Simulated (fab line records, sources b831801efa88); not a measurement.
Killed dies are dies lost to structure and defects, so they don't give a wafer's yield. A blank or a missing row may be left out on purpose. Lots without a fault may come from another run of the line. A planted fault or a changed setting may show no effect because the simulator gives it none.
A struck lot beside a sound one | flow sky130 | 30 steps out of a route of 708
Sound: wafers L566.4, L566.5, L566.6. Struck: wafers L569.1, L569.2, L569.3. The cause comes at the end.
At each step with rows: each side's tool, then ch and its chambers, then its first start. Under that, the readings that differ: sound wafers | struck wafers | difference of the means | sigmas: that difference in standard deviations of wafers without a fault.
alike: readings whose means differ by less than 2 such deviations, and words and numbers that are the same on both sides. not compared: withheld readings, readings that some wafer has no value for, bounds like >300 that may hide the same value, and numbers for which the record gives no deviation and whose values overlap.
The two part at a step that has a row with sigmas, a row that says differs or no value, or rows on one side only. Numbers that don't overlap but have no deviation are shown without sigmas and don't part them. A reading that every wafer of one side lacks parts them only if that side has two wafers or more.

SKY_PWDE_STRIP_09: strips in O2/N2.
  sound on plasma_asher-01 ch 0,1, day 7 12:43; struck on plasma_asher-04 ch 0,1, day 8 00:14
  alike: chamber_pressure_mTorr, drypump_motor_current_A, oes_product_au, strip_time_to_endpoint_s
  not compared: rf_hours_counter_h
SKY_PWDE_TW_MEAS_10:
  sound on film_metro-02, day 7 12:49; struck on film_metro-04, day 8 00:20
  alike: PWDE_TW
then, 7 steps without rows for these wafers: SKY_NWELL_DEHYDRATE_03 (time 60 s); SKY_NWELL_HMDS_04 (prime time 60 s); SKY_NWELL_COAT_05 (resist thk 3000 nm); SKY_NWELL_SOFTBAKE_06; SKY_NWELL_EXPOSE_07 (exposes mask NWM, target cd 840 nm); SKY_NWELL_PEB_08; SKY_NWELL_DEVELOP_09 (develop time 60 s).
SKY_NWELL_OVL_MEAS_10:
  sound on overlay-01, day 8 09:20; struck on overlay-01, day 8 21:38
  alike: NWELL_00_OVL
then, 2 steps without rows for these wafers: SKY_NWELL_IMPLANT_11; SKY_NWELL_IMPLANT_12.
SKY_NWELL_IMPLANT_13:
  sound on implanter-02 ch 0, day 8 09:43; struck on implanter-02 ch 0, day 8 21:59
  reading            | sound                         | struck                       | difference | sigmas
  dose_ions_cm2      | 6.985e+11 6.993e+11 6.987e+11 | 5.056e+11 5.054e+11 5.06e+11 | -1.932e+11 | -99 or more
  faraday_current_uA | 3.98 3.99 3.96                | 2.85 2.88 2.78               | -1.14      | -16
SKY_NWELL_STRIP_14: strips in O2/N2.
  sound on plasma_asher-04 ch 0,1, day 8 09:50; struck on plasma_asher-04 ch 0,1, day 8 22:08
  alike: chamber_pressure_mTorr, drypump_motor_current_A, oes_product_au, strip_time_to_endpoint_s
  not compared: rf_hours_counter_h
SKY_NWELL_TW_MEAS_15:
  sound on film_metro-01, day 8 09:56; struck on film_metro-04, day 8 22:14
  alike: NWELL_TW
then, 7 steps without rows for these wafers: SKY_NWELL_DEHYDRATE_16 (time 60 s); SKY_NWELL_HMDS_17 (prime time 60 s); SKY_NWELL_COAT_18 (resist thk 3000 nm); SKY_NWELL_SOFTBAKE_19; SKY_NWELL_EXPOSE_20 (exposes mask NWM COMPLEMENT, target cd 840 nm); SKY_NWELL_PEB_21; SKY_NWELL_DEVELOP_22 (develop time 60 s).
SKY_NWELL_OVL_MEAS_23:
  sound on overlay-01, day 9 07:11; struck on overlay-02, day 9 19:10
  alike: NWELL_01_OVL
then, 1 step without rows for these wafers: SKY_NWELL_IMPLANT_24.
SKY_NWELL_STRIP_25: strips in O2/N2.
  sound on plasma_asher-02 ch 0,1, day 9 07:23; struck on plasma_asher-04 ch 0,1, day 9 19:20
  alike: chamber_pressure_mTorr, drypump_motor_current_A, oes_product_au, strip_time_to_endpoint_s
  not compared: rf_hours_counter_h
SKY_NWELL_TW_MEAS_26:
  sound on film_metro-02, day 9 07:29; struck on film_metro-01, day 9 19:26
  alike: NWELL_2_TW
then, 1 step without rows for these wafers: SKY_NWELL_CLEAN_27 (cleans in SC1/SC2, time 150 s).
SKY_NWELL_RTA_28: time 30 s.
  sound on rtp_anneal-01 ch 0, day 9 07:37; struck on rtp_anneal-02 ch 0, day 9 19:33
  alike: lamp_power_pct, wafer_temp_C_max
SKY_NWELL_RS_MEAS_29: measures by four-point-probe.
  sound on film_metro-04, day 9 07:43; struck on film_metro-04, day 9 20:01
  alike: NWELL_RS
  not compared: hold
SKY_PAD_OPEN_PROBE_99:
  the record has rows for the sound wafers here (prober-01, day 49 15:56) and none for the struck ones

WHERE THEY PART
First at SKY_NWELL_IMPLANT_13; last, within this record, at SKY_PAD_OPEN_PROBE_99.

WHY: what the simulator had put in
Process parameter drift: implanter-02, from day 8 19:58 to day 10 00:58, at SKY_NWELL_IMPLANT_13. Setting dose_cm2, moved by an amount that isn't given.
